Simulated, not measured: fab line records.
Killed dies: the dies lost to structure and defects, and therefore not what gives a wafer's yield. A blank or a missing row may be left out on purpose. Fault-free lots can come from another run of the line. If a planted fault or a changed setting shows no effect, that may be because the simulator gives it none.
Which tool was responsible? | flow sfq-line | 7 lots, 21 wafers sampled, at 2 steps of a route of 325

WHAT THE GAUGES READ, wafer by wafer
SFQ_I1_OVL_MEAS_913.
lot  | measured     | on         | I1_OVL (nm)
L553 | day 29 14:20 | overlay-02 | 5 2 12
L556 | day 30 21:22 | overlay-01 | 1 1 -6
L564 | day 33 01:01 | overlay-01 | 4 -2 0
L568 | day 34 08:20 | overlay-01 | 2 -6 -3
L571 | day 37 07:02 | overlay-01 | -2 -1 6
L573 | day 38 20:02 | overlay-02 | -2 3 4
L575 | day 39 12:45 | overlay-01 | -3 -7 -9

TOOL THAT RAN EACH LOT (tool first, then ch and the chambers of the sampled wafers, then the start)
lot  | SFQ_TRILAYER_I0_VIA_STRIP_STRIP_035
L553 | rie-metal-02 ch 0,1, day 16 16:34
L556 | rie-metal-04 ch 0,1, day 18 02:22
L564 | rie-metal-03 ch 0,1, day 20 19:35
L568 | rie-metal-03 ch 0,1, day 22 21:46
L571 | rie-metal-02 ch 0,1, day 24 14:22
L573 | rie-metal-04 ch 0,1, day 25 17:36
L575 | rie-metal-03 ch 0,1, day 26 22:58
- SFQ_TRILAYER_I0_VIA_STRIP_STRIP_035: strips in O2.

THE ANSWER, worked out from the rows above alone
Rule: usual is defined by the lots themselves. The widest of any qualifying gaps counts: lots, ordered by their means at a reading, are off when they make up no more than a third of the lots, leave a main group of 4 or more, and stand apart from it by 3 or more times the standard deviation of that group's means. Not used: any main group whose means are identical at the precision the tables above print for the reading. A lot without any number at a reading at which 4 lots or more have one is off too. Any other lot the step has rows for is counted as sound.
No lot is off on any of the readings shown, so nothing can be concluded from this.

WHAT HAD BEEN PUT IN BY THE SIMULATOR
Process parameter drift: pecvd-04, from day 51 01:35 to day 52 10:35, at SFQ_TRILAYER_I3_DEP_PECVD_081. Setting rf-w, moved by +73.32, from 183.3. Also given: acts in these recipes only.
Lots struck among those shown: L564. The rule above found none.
